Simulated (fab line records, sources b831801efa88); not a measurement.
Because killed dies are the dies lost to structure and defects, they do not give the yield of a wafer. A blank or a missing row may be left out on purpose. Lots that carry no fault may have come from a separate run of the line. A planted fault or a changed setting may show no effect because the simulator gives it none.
fab line records -- flow sky130
record: lots: 7, wafers: 21, last-day: 50
route steps=708 shown RES_PROTECT@212 POLY_GATE@213 PAD_OPEN@708
lots untouched by any fault: they come from a run of this same line in which no faults occurred
start-h: hours from the record's opening day to when the first of the lot's shown wafers began -- wait-h: hours since the lot's step before -- " as in the row above -- L1.1+2: one row covering several wafers at once -- - no value, or no start given -- * or withheld: withheld -- < > ~ a bound
route shown NAME@n: names a module that has steps shown in the file, with the first one's number in the route -- usual: the fault-free wafers' mean and standard deviation -- same: alike in all rows -- chamber/n: place in a boat -- sites: readings site by site -- _std_site: the values' standard deviation -- _edge_site: outer sites' mean less inner sites' -- radius-mm: for every site, how far away it sits from the centre of the wafer -- mask NAME#n: copy n -- behind: the most recent tool/chamber to have shaped the wafer -- hold: why the lot went on hold/how many hours it stayed there/how the hold came to an end -- device: whichever transistor did not switch (one of n, p or np) -- end of line: the tests these same wafers got at the end of their route -- where a step has no rows: the recipe by itself -- killed: dies that structure and defects cost at the first sort, which is not the same as the wafer's yield -- map: per-die view of a wafer (x killed, . not killed, _ where there is no die)
set.NAME: the setting the step ran with; set.NAME@STEP: the setting that earlier step ran with -- model.NAME: the simulator's own value behind a step, which no gauge read
a table for each step, a row for each wafer; lots at some steps of the route
services: from which hour (start-h, from the record's first day; less than 0 if before it) a tool's chamber was out of use, for how many hours, and why
== steps ==
step: SKY_RES_PROTECT_DEVELOP_06
recipe: resist: NOVOLAK, developer: TMAH, develop-time-s: 60, dev-temp-c: 23
step: SKY_POLY_GATE_IMPLANT_02
recipe: species: P, energy-kev: 30, dose-cm2: 7.7e+15, tilt-deg: 0
step: SKY_RES_PROTECT_STRIP_07
recipe: chemistry: O2/N2, power-w: 1400, pressure-mtorr: 1500, platen-temp-c: withheld, o2-flow-sccm: 3000, n2-flow-sccm: 300, overash-fraction: 0.5
usual: drypump-motor-current-A: 5.7/0.44, oes-product-au: 0.518/0.0041, strip-time-to-endpoint-s: 23.26/0.045
lot.wafer,tool,chamber,start-h,wait-h,drypump-motor-current-A,oes-product-au,rf-hours-counter-h,strip-time-to-endpoint-s
L839.2,plasma-asher-01,1,393.51,0.1,5.6,0.510,26,23.28
L839.3,plasma-asher-01,0,393.51,0.1,5.1,0.511,-,23.29
L839.6,plasma-asher-01,1,393.51,0.1,5.6,0.518,-,23.28
L840.2,plasma-asher-02,0,403.07,0.1,5.5,0.513,65,23.31
L840.3,plasma-asher-02,0,403.07,0.1,5.5,0.517,-,23.31
L840.4,plasma-asher-02,1,403.07,0.1,5.9,0.517,-,23.30
L842.2,plasma-asher-02,1,416.57,0.1,5.9,0.519,67,23.25
L842.3,plasma-asher-02,0,416.57,0.1,5.5,0.512,-,23.27
L842.5,plasma-asher-02,1,416.57,0.1,5.9,0.528,-,23.24
L843.3,plasma-asher-04,0,421.32,0.1,6.5,0.526,-,23.22
L843.4,plasma-asher-04,1,421.32,0.1,6.3,0.517,-,23.26
L843.5,plasma-asher-04,1,421.32,0.1,6.3,0.513,-,23.26
L844.3,plasma-asher-01,0,439.07,0.1,5.1,0.522,-,23.31
L844.4,plasma-asher-01,1,439.07,0.1,5.6,0.522,-,23.29
L844.5,plasma-asher-01,1,439.07,0.1,5.6,0.516,-,23.30
L847.1,plasma-asher-01,1,472.26,0.1,5.6,0.517,35,23.24
L847.2,plasma-asher-01,0,472.26,0.1,5.1,0.522,35,23.21
L847.3,plasma-asher-01,1,472.26,0.1,5.6,0.524,-,23.24
L852.1,plasma-asher-02,1,504.42,0.1,5.9,0.507,6,23.27
L852.4,plasma-asher-02,1,504.42,0.1,5.9,0.519,-,23.30
L852.6,plasma-asher-02,0,504.42,0.1,5.4,0.520,-,23.27
step: SKY_RES_PROTECT_TW_MEAS_08
usual: POLY_GATE_TW: 4051/51
lot.wafer,tool,chamber,start-h,wait-h,POLY_GATE_TW
L839.2,film-metro-01,-,393.62,0.1,3969
L839.3,film-metro-01,-,393.62,0.1,3974
L839.6,film-metro-01,-,393.62,0.1,3955
L840.2,film-metro-01,-,403.18,0.1,3974
L840.3,film-metro-01,-,403.18,0.1,3972
L840.4,film-metro-01,-,403.18,0.1,3963
L842.2,film-metro-02,-,416.68,0.1,4058
L842.3,film-metro-02,-,416.68,0.1,4068
L842.5,film-metro-02,-,416.68,0.1,4072
L843.3,film-metro-01,-,421.41,0.1,3980
L843.4,film-metro-01,-,421.41,0.1,3954
L843.5,film-metro-01,-,421.41,0.1,3961
L844.3,film-metro-02,-,439.16,0.1,4065
L844.4,film-metro-02,-,439.16,0.1,4056
L844.5,film-metro-02,-,439.16,0.1,4053
L847.1,film-metro-04,-,472.36,0.1,4111
L847.2,film-metro-04,-,472.36,0.1,4085
L847.3,film-metro-04,-,472.36,0.1,4081
L852.1,film-metro-01,-,504.52,0.1,3971
L852.4,film-metro-01,-,504.52,0.1,4000
L852.6,film-metro-01,-,504.52,0.1,3966
step: SKY_RES_PROTECT_CLEAN_09
recipe: chemistry: SC1/SC2, mix: 1:4:20, temp-c: 70, time-s: 150, dry: n2-spin
step: SKY_POLY_GATE_CVD_03
recipe: material: Si3N4, precursor: DCS/NH3, target-thk-nm: 75, temp-c: 770, time-s: 1290, pressure-mtorr: 250
step: SKY_POLY_GATE_THK_MEAS_04
recipe: reads: Si3N4_of_POLY_GATE_CVD_03
usual: POLY_GATE_CVD_03_THK: 74.5/0.57
lot.wafer,tool,chamber,start-h,wait-h,POLY_GATE_CVD_03_THK[nm]
L839.2,film-metro-01,-,395.27,0.0,74.5
L839.3,film-metro-01,-,395.27,0.0,74.1
L839.6,film-metro-01,-,395.27,0.0,73.9
L840.2,film-metro-02,-,406.20,0.0,73.7
L840.3,film-metro-02,-,406.20,0.0,74.0
L840.4,film-metro-02,-,406.20,0.0,73.0
L842.2,film-metro-03,-,418.16,0.0,74.3
L842.3,film-metro-03,-,418.16,0.0,74.1
L842.5,film-metro-03,-,418.16,0.0,74.4
L843.3,film-metro-01,-,424.62,0.0,74.8
L843.4,film-metro-01,-,424.62,0.0,74.8
L843.5,film-metro-01,-,424.62,0.0,74.6
L844.3,film-metro-02,-,440.63,0.0,74.0
L844.4,film-metro-02,-,440.63,0.0,73.6
L844.5,film-metro-02,-,440.63,0.0,74.3
L847.1,film-metro-01,-,474.71,0.0,75.2
L847.2,film-metro-01,-,474.71,0.0,75.2
L847.3,film-metro-01,-,474.71,0.0,74.3
L852.1,film-metro-03,-,505.99,0.0,73.9
L852.4,film-metro-03,-,505.99,0.0,74.6
L852.6,film-metro-03,-,505.99,0.0,73.8
step: SKY_POLY_GATE_DEHYDRATE_05
recipe: temp-c: 200, time-s: 60
step: SKY_POLY_GATE_HMDS_06
recipe: prime-time-s: 60, prime-temp-c: 120
step: SKY_POLY_GATE_COAT_07
recipe: resist: BARC, temp-c: withheld, time-s: withheld, spin-rpm: 3000, resist-thk-nm: 110
step: SKY_POLY_GATE_COAT_08
recipe: resist: KrF-thick, spin-rpm: 3000, resist-thk-nm: 450
step: SKY_POLY_GATE_SOFTBAKE_09
recipe: temp-c: 100, time-s: 90, resist: KrF-thick
step: SKY_POLY_GATE_EXPOSE_10
recipe: mask-id: P1M, na: 0.68, source-shape: conventional, sigma-outer: 0.6, target-cd-nm: 150, dose-mj: 28
lot.wafer,tool,chamber,start-h,wait-h,mask,model.POLY_GATE.overlay-x-nm
L839.2+3+6,krf-scanner-01,0,411.05,-,P1M#0,2.055
L840.2+3+4,krf-scanner-02,0,421.43,-,P1M#0,8.958
L842.2+3+5,krf-scanner-02,0,434.20,-,P1M#0,32.74
L843.3+4+5,krf-scanner-01,0,441.32,-,P1M#0,0.1742
L844.3+4+5,krf-scanner-02,0,456.87,-,P1M#0,29.75
L847.1+2+3,krf-scanner-02,0,491.38,-,P1M#0,43.88
L852.1+4+6,krf-scanner-01,0,521.83,-,P1M#0,-3.802
step: SKY_POLY_GATE_PEB_11
recipe: peb-temp-c: withheld, peb-time-s: withheld, resist: KrF-thick
step: SKY_POLY_GATE_DEVELOP_12
recipe: develop-time-s: 60, resist: KrF-thick, dev-temp-c: 21
step: SKY_POLY_GATE_CD_MEAS_13
recipe: target-cd-nm: 150
usual: cd-nm: 149.7/1.2
lot.wafer,tool,chamber,start-h,wait-h,cd-nm
L839.2,cd-sem-01,-,426.40,-,151.4
L839.3,cd-sem-01,-,426.40,-,150.7
L839.6,cd-sem-01,-,426.40,-,150.5
L840.2,cd-sem-01,-,437.45,-,149.7
L840.3,cd-sem-01,-,437.45,-,149.5
L840.4,cd-sem-01,-,437.45,-,148.9
L842.2,cd-sem-01,-,449.31,-,151.9
L842.3,cd-sem-01,-,449.31,-,151.0
L842.5,cd-sem-01,-,449.31,-,150.6
L843.3,cd-sem-01,-,457.62,-,149.4
L843.4,cd-sem-01,-,457.62,-,149.0
L843.5,cd-sem-01,-,457.62,-,150.1
L844.3,cd-sem-01,-,473.15,-,149.7
L844.4,cd-sem-01,-,473.15,-,149.3
L844.5,cd-sem-01,-,473.15,-,149.8
L847.1,cd-sem-02,-,507.38,-,151.2
L847.2,cd-sem-02,-,507.38,-,152.4
L847.3,cd-sem-02,-,507.38,-,151.9
L852.1,cd-sem-02,-,537.36,-,148.7
L852.4,cd-sem-02,-,537.36,-,148.3
L852.6,cd-sem-02,-,537.36,-,148.4
step: SKY_POLY_GATE_OVL_MEAS_14
usual: POLY_GATE_OVL: 0/4.7
lot.wafer,tool,chamber,start-h,wait-h,POLY_GATE_OVL[nm]
L839.2,overlay-01,-,426.51,0.1,2
L839.3,overlay-01,-,426.51,0.1,1
L839.6,overlay-01,-,426.51,0.1,0
L840.2,overlay-01,-,437.56,0.1,4
L840.3,overlay-01,-,437.56,0.1,-3
L840.4,overlay-01,-,437.56,0.1,1
L842.2,overlay-01,-,449.42,0.1,44
L842.3,overlay-01,-,449.42,0.1,31
L842.5,overlay-01,-,449.42,0.1,35
L843.3,overlay-01,-,457.72,0.1,-4
L843.4,overlay-01,-,457.72,0.1,-8
L843.5,overlay-01,-,457.72,0.1,2
L844.3,overlay-01,-,473.24,0.1,31
L844.4,overlay-01,-,473.24,0.1,29
L844.5,overlay-01,-,473.24,0.1,30
L847.1,overlay-01,-,507.50,0.1,36
L847.2,overlay-01,-,507.50,0.1,38
L847.3,overlay-01,-,507.50,0.1,38
L852.1,overlay-02,-,537.48,0.1,1
L852.4,overlay-02,-,537.48,0.1,4
L852.6,overlay-02,-,537.48,0.1,-5
step: SKY_POLY_GATE_ETCH_15
recipe: chemistry: N2/H2, target: BARC, ion-energy-ev: 200, source-w: 500, bias-w: 100, pressure-mtorr: 30, n2-flow-sccm: 100, h2-flow-sccm: 200, stop-on: SiO2, time-s: 118.5, target-depth-a: 1100
usual: drypump-motor-current-A: 5.7/0.3, oes-product-au: 0.716/0.0048, throttle-valve-pct: 13.212/0.0086
lot.wafer,tool,chamber,start-h,wait-h,drypump-motor-current-A,oes-product-au,rf-hours-counter-h,throttle-valve-pct
L839.2,rie-diel-02,2,426.54,0.0,5.6,0.719,42,13.211
L839.3,rie-diel-02,3,426.54,0.0,5.5,0.724,67,13.223
L839.6,rie-diel-02,0,426.54,0.0,5.9,0.717,-,13.212
L840.2,rie-diel-02,3,437.59,0.0,5.5,0.724,67,13.211
L840.3,rie-diel-02,2,437.59,0.0,5.6,0.719,42,13.214
L840.4,rie-diel-02,0,437.59,0.0,6.0,0.720,40,13.226
L842.2,rie-diel-01,3,449.45,0.0,5.3,0.721,44,13.230
L842.3,rie-diel-01,0,449.45,0.0,5.9,0.718,6,13.215
L842.5,rie-diel-01,3,449.45,0.0,5.3,0.708,-,13.218
L843.3,rie-diel-02,2,457.74,0.0,5.6,0.714,42,13.213
L843.4,rie-diel-02,3,457.74,0.0,5.5,0.718,68,13.214
L843.5,rie-diel-02,2,457.74,0.0,5.6,0.701,-,13.223
L844.3,rie-diel-04,3,473.26,0.0,5.5,0.709,89,13.205
L844.4,rie-diel-04,2,473.26,0.0,5.5,0.720,2,13.201
L844.5,rie-diel-04,3,473.26,0.0,5.5,0.712,-,13.215
L847.1,rie-diel-04,3,507.54,0.0,5.5,0.717,90,13.212
L847.2,rie-diel-04,1,507.54,0.0,5.8,0.713,12,13.201
L847.3,rie-diel-04,0,507.54,0.0,5.5,0.711,6,13.211
L852.1,rie-diel-01,3,537.51,0.0,5.3,0.710,46,13.212
L852.4,rie-diel-01,1,537.51,0.0,6.1,0.722,-,13.208
L852.6,rie-diel-01,2,537.51,0.0,6.3,0.711,-,13.211
step: SKY_PAD_OPEN_PROBE_99
usual: killed_at_M0_to_M3: 43/6.4, killed_at_M4_up: 3.2/1.8, killed-at-contacts: 25/5.5, killed-at-front-end: 16/5.2, killed-at-other: 0.3/0.49, killed-dies: 88/10, killed-open: 48/7, killed-short: 40/7.1
same: gross-dies: 492, killed-at-back-side: 0
lot.wafer,tool,chamber,start-h,wait-h,killed_at_M0_to_M3,killed_at_M4_up,killed-at-contacts,killed-at-front-end,killed-at-other,killed-dies,killed-open,killed-short,model.etest.licon-to-gate.bv-left-v,model.etest.licon-to-gate.bv-right-v,model.etest.licon-to-gate.over-limit
L839.2,prober-01,-,1119.45,0.1,50,3,21,14,1,89,52,37,25.26,25.32,0
L839.3,prober-01,-,1119.50,0.2,39,3,20,20,0,82,51,31,25.07,26.45,0
L839.6,prober-01,-,1119.65,0.2,53,4,30,15,1,103,54,49,25.63,25.05,0
L840.2,prober-02,-,1126.79,0.1,52,5,20,18,0,95,48,47,24.7,24.29,0
L840.3,prober-02,-,1126.84,0.2,48,6,25,28,0,107,57,50,25.6,25.07,0
L840.4,prober-02,-,1126.89,0.2,50,2,21,14,0,87,53,34,26.08,25.8,0
L842.2,prober-02,-,1136.99,0.1,38,4,27,11,1,81,47,34,12.99,35.77,0
L842.3,prober-02,-,1137.04,0.2,39,3,19,20,0,81,45,36,14.47,34.72,0
L842.5,prober-02,-,1137.14,0.2,37,0,16,16,0,69,35,34,13.86,35.51,0
L843.3,prober-01,-,1140.27,0.2,41,4,15,12,0,72,40,32,24.37,26.26,0
L843.4,prober-01,-,1140.32,0.2,52,4,26,16,0,98,58,40,25.01,25.5,0
L843.5,prober-01,-,1140.37,0.2,52,5,28,13,0,98,64,34,24.52,25.17,0
L844.3,prober-02,-,1150.25,0.2,49,5,27,17,1,99,59,40,14.77,36.26,0
L844.4,prober-02,-,1150.30,0.2,42,2,18,19,0,81,40,41,14.4,35.65,0
L844.5,prober-02,-,1150.35,0.2,51,8,22,21,0,102,53,49,14.13,35.72,0
L847.1,prober-01,-,1171.64,0.1,48,3,22,10,0,83,48,35,6.108,-,1
L847.2,prober-01,-,1171.69,0.1,42,0,27,14,0,83,43,40,6.6,-,1
L847.3,prober-01,-,1171.74,0.2,44,2,25,22,0,93,62,31,7.406,-,1
L852.1,prober-01,-,1188.35,0.1,38,2,28,25,0,93,40,53,32.7,17.87,0
L852.4,prober-01,-,1188.50,0.2,39,5,34,11,0,89,50,39,32.51,18.45,0
L852.6,prober-01,-,1188.60,0.2,43,6,24,16,0,89,50,39,31.41,17.07,0
killed by level:class
L839.2 VIA1:geometric-particle:open=11 VIA2:geometric-particle:open=9 CONTACT:geometric-particle:open=8 VIA3:geometric-particle:open=6 LI_CONTACT:geometric-particle:open=5 VIA1:geometric-particle:short=5 METAL2:geometric-particle:short=5 FIELD_ISO:geometric-particle:open=4
L839.3 VIA1:geometric-particle:open=11 LI_CONTACT:geometric-particle:open=8 CONTACT:geometric-particle:open=8 FIELD_ISO:geometric-particle:open=6 VIA1:geometric-particle:short=5 METAL2:geometric-particle:short=5 VIA2:geometric-particle:open=5 FIELD_ISO:geometric-particle:short=3
L839.6 VIA1:geometric-particle:open=15 CONTACT:geometric-particle:open=13 METAL2:geometric-particle:short=11 METAL1:geometric-particle:short=10 LI_CONTACT:geometric-particle:open=5 CONTACT:geometric-particle:short=5 LOCAL_INTERCONNECT:geometric-particle:short=4 VIA2:geometric-particle:open=4
L840.2 VIA1:geometric-particle:open=14 VIA1:geometric-particle:short=13 CONTACT:geometric-particle:open=10 FIELD_ISO:geometric-particle:short=6 LI_CONTACT:geometric-particle:open=6 VIA3:geometric-particle:open=6 METAL1:geometric-particle:short=5 METAL4:geometric-particle:short=5
L840.3 CONTACT:geometric-particle:open=11 FIELD_ISO:geometric-particle:open=10 VIA2:geometric-particle:open=10 VIA1:geometric-particle:open=7 METAL4:geometric-particle:short=6 METAL1:geometric-particle:short=6 VIA1:geometric-particle:short=6 VIA3:geometric-particle:open=6
L840.4 VIA1:geometric-particle:open=12 CONTACT:geometric-particle:open=11 VIA3:geometric-particle:open=10 VIA1:geometric-particle:short=8 METAL1:geometric-particle:short=7 FIELD_ISO:geometric-particle:open=4 POLY_GATE:geometric-particle:open=4 LI_CONTACT:geometric-particle:short=4
L842.2 VIA1:geometric-particle:open=13 LI_CONTACT:geometric-particle:open=10 CONTACT:geometric-particle:short=6 CONTACT:geometric-particle:open=5 FIELD_ISO:geometric-particle:open=4 METAL1:geometric-particle:short=4 VIA1:geometric-particle:short=4 VIA3:geometric-particle:open=4
L842.3 CONTACT:geometric-particle:open=8 FIELD_ISO:geometric-particle:open=7 METAL1:geometric-particle:short=7 VIA3:geometric-particle:open=6 LI_CONTACT:geometric-particle:open=6 VIA1:geometric-particle:short=5 VIA2:geometric-particle:open=5 POLY_GATE:geometric-particle:open=4
L842.5 VIA1:geometric-particle:open=10 METAL1:geometric-particle:short=9 VIA2:geometric-particle:open=7 CONTACT:geometric-particle:open=7 VIA1:geometric-particle:short=6 CONTACT:geometric-particle:short=5 FIELD_ISO:geometric-particle:short=4 FIELD_ISO:geometric-particle:open=3
L843.3 CONTACT:geometric-particle:open=8 VIA1:geometric-particle:open=8 VIA3:geometric-particle:open=7 VIA1:geometric-particle:short=7 METAL2:geometric-particle:short=6 METAL1:geometric-particle:short=5 LI_CONTACT:geometric-particle:open=4 FIELD_ISO:geometric-particle:short=3
L843.4 VIA1:geometric-particle:open=15 LI_CONTACT:geometric-particle:open=11 METAL2:geometric-particle:short=9 VIA3:geometric-particle:open=7 POLY_GATE:geometric-particle:open=6 CONTACT:geometric-particle:open=6 VIA1:geometric-particle:short=5 VIA3:geometric-particle:short=4
L843.5 CONTACT:geometric-particle:open=13 VIA1:geometric-particle:open=11 VIA2:geometric-particle:open=9 LI_CONTACT:geometric-particle:open=8 METAL1:geometric-particle:short=7 METAL2:geometric-particle:short=6 POLY_GATE:geometric-particle:open=5 VIA3:geometric-particle:open=5
L844.3 VIA1:geometric-particle:open=15 CONTACT:geometric-particle:open=10 LI_CONTACT:geometric-particle:open=9 VIA2:geometric-particle:open=9 FIELD_ISO:geometric-particle:short=6 VIA3:geometric-particle:open=6 METAL2:geometric-particle:short=5 METAL4:geometric-particle:short=5
L844.4 FIELD_ISO:geometric-particle:short=8 VIA1:geometric-particle:open=8 VIA3:geometric-particle:open=7 CONTACT:geometric-particle:short=6 VIA1:geometric-particle:short=6 FIELD_ISO:geometric-particle:open=5 VIA2:geometric-particle:open=5 METAL3:geometric-particle:short=5
L844.5 VIA1:geometric-particle:open=12 VIA2:geometric-particle:open=10 VIA1:geometric-particle:short=8 FIELD_ISO:geometric-particle:open=6 CONTACT:geometric-particle:open=5 CONTACT:geometric-particle:short=5 LI_CONTACT:geometric-particle:open=5 LOCAL_INTERCONNECT:geometric-particle:short=5
L847.1 VIA1:geometric-particle:open=12 CONTACT:geometric-particle:open=10 VIA2:geometric-particle:open=8 CONTACT:geometric-particle:short=5 METAL1:geometric-particle:short=5 VIA1:geometric-particle:short=5 METAL2:geometric-particle:short=5 FIELD_ISO:geometric-particle:open=4
L847.2 CONTACT:geometric-particle:open=10 VIA1:geometric-particle:open=10 VIA1:geometric-particle:short=6 LI_CONTACT:geometric-particle:open=6 CONTACT:geometric-particle:short=5 METAL1:geometric-particle:short=5 FIELD_ISO:geometric-particle:short=4 FIELD_ISO:geometric-particle:open=4
L847.3 CONTACT:geometric-particle:open=10 VIA2:geometric-particle:open=10 VIA1:geometric-particle:open=9 LI_CONTACT:geometric-particle:open=8 VIA3:geometric-particle:open=8 FIELD_ISO:geometric-particle:open=5 POLY_GATE:geometric-particle:open=4 VIA3:geometric-particle:short=4
L852.1 POLY_GATE:geometric-particle:short=9 LI_CONTACT:geometric-particle:open=8 METAL1:geometric-particle:short=8 LI_CONTACT:geometric-particle:short=7 VIA1:geometric-particle:open=7 VIA2:geometric-particle:open=7 POLY_GATE:geometric-particle:open=5 LOCAL_INTERCONNECT:geometric-particle:short=5
L852.4 CONTACT:geometric-particle:open=11 METAL1:geometric-particle:short=8 LI_CONTACT:geometric-particle:open=7 VIA1:geometric-particle:open=6 VIA2:geometric-particle:open=6 VIA3:geometric-particle:open=6 LOCAL_INTERCONNECT:geometric-particle:short=5 CONTACT:geometric-particle:short=5
L852.6 LI_CONTACT:geometric-particle:open=9 VIA1:geometric-particle:open=9 METAL1:geometric-particle:short=8 VIA2:geometric-particle:open=7 POLY_GATE:geometric-particle:open=5 FIELD_ISO:geometric-particle:short=4 FIELD_ISO:geometric-particle:open=4 LI_CONTACT:geometric-particle:short=4
== services ==
tool,chamber,start-h,hours,kind
krf-scanner-01,-,374.93,0.3,repair
krf-scanner-02,-,379.25,1.3,pm
plasma-asher-02,-,379.57,15.6,pm
rie-diel-04,1,388.70,18.9,repair
krf-scanner-02,-,391.03,0.8,pm
plasma-asher-02,-,397.34,2.3,repair
plasma-asher-02,-,406.27,2.1,repair
krf-scanner-02,-,412.82,1.5,repair
krf-scanner-01,-,414.35,4.0,pm
krf-scanner-02,-,418.62,0.3,repair
plasma-asher-02,-,421.25,9.0,pm
krf-scanner-01,-,421.51,1.0,pm
krf-scanner-01,-,424.83,0.8,pm
krf-scanner-01,-,425.58,1.3,pm
krf-scanner-02,-,446.41,3.3,repair
rie-diel-01,2,451.57,7.2,repair
plasma-asher-02,-,460.03,6.1,repair
rie-diel-02,3,468.58,2.8,repair
plasma-asher-02,-,471.63,1.5,repair
rie-diel-02,1,474.46,12.7,repair
plasma-asher-02,-,475.92,5.5,repair
krf-scanner-01,-,516.37,0.3,repair
krf-scanner-02,-,528.11,1.0,pm
krf-scanner-02,-,536.12,4.4,pm
== key ==
first-sign: step: SKY_POLY_GATE_OVL_MEAS_14, reading: POLY_GATE_OVL, direction: up, sigmas: 7.4, usual: 0, struck: 35
effect none on later readings
model-effect: step: SKY_POLY_GATE_EXPOSE_10, value: POLY_GATE.overlay-x-nm, without: 4.322, struck: 35.46
model-effect: step: SKY_PAD_OPEN_PROBE_99, value: etest.licon-to-gate.bv-left-v, without: 24.09, struck: 11.64
met-at SKY_POLY_GATE_EXPOSE_10
struck-wafers L842.2,L842.3,L842.5,L844.3,L844.4,L844.5,L847.1,L847.2,L847.3
tester-left-out L842,L844,L847
onset-between 421.43 434.20
fault: kind: scanner-matching-overlay, tool: krf-scanner-02, chamber: -, onset-h: 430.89, steps: SKY_POLY_GATE_EXPOSE_10, offset: 31.137
tester-left-out: of these lots the tester's yield and bins aren't shown, on N5 and GAA mostly nor the transistor test; their killed dies are dies lost to structure and defects alone, not to doping, threshold or leakage, so they don't give the yield
